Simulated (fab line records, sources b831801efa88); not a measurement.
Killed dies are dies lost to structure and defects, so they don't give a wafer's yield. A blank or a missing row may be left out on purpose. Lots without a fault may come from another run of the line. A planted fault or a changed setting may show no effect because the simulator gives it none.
Chamber matching | flow gf180mcu | GF_V2_CMP_04 on cmp-01: 4 sister chambers
The step polishes SiO2. 8 wafers are shown with their chamber, then 7 later ones without.

WAFERS WITH THEIR CHAMBER
wafer  | chamber | motor_current_A (A) | time_to_endpoint_s (s)
L761.2 | 3       | 11.5                | 75
L761.3 | 2       | 10.5                | 72
L761.4 | 0       | 12.3                | 81
L764.1 | 2       | 10.9                | 77
L764.4 | 1       | 13.2                | 75
L764.6 | 0       | 12.1                | 78
L770.1 | 1       | 12.8                | 75
L770.3 | 3       | 12.7                | 79

WAFERS WITHOUT THEIR CHAMBER
wafer  | motor_current_A (A) | time_to_endpoint_s (s)
L770.5 | 10.2                | 84
L776.5 | 10.6                | 80
L777.5 | 13.4                | 81
L778.1 | 11.7                | 77
L778.3 | 12.3                | 74
L778.4 | 11.1                | 81
L779.2 | 11.6                | 71

WHICH CHAMBER EACH WENT THROUGH
wafer  | from the rows above               | in truth
L770.5 | can't be placed: 2 or 0 or 3      | 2
L776.5 | can't be placed: 2 or 0 or 3      | 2
L777.5 | can't be placed: 1 or 0 or 3      | 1
L778.1 | can't be placed: 3 or 0 or 2      | 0
L778.3 | can't be placed: 3 or 1 or 0      | 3
L778.4 | can't be placed: 0 or 3 or 2      | 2
L779.2 | can't be placed: 2 or 3 or 1 or 0 | 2
Placed correctly: 0 of 7. Can't be placed from these rows: 7 (the true chamber is among the candidates in 7). Placed wrongly: 0.
How it was worked out, from the rows above alone: a wafer's distance from a chamber is the root of the sum, over the readings, of the square of ((its reading less the chamber's mean) divided by the reading's scatter). The wafer belongs to the nearest chamber; if the next one is less than 2 further off, it can't be placed. A chamber's mean is the mean of its shown wafers. The scatter: the root of (the sum of the squares of (reading less its chamber's mean) over the shown wafers, divided by (wafers less chambers)).
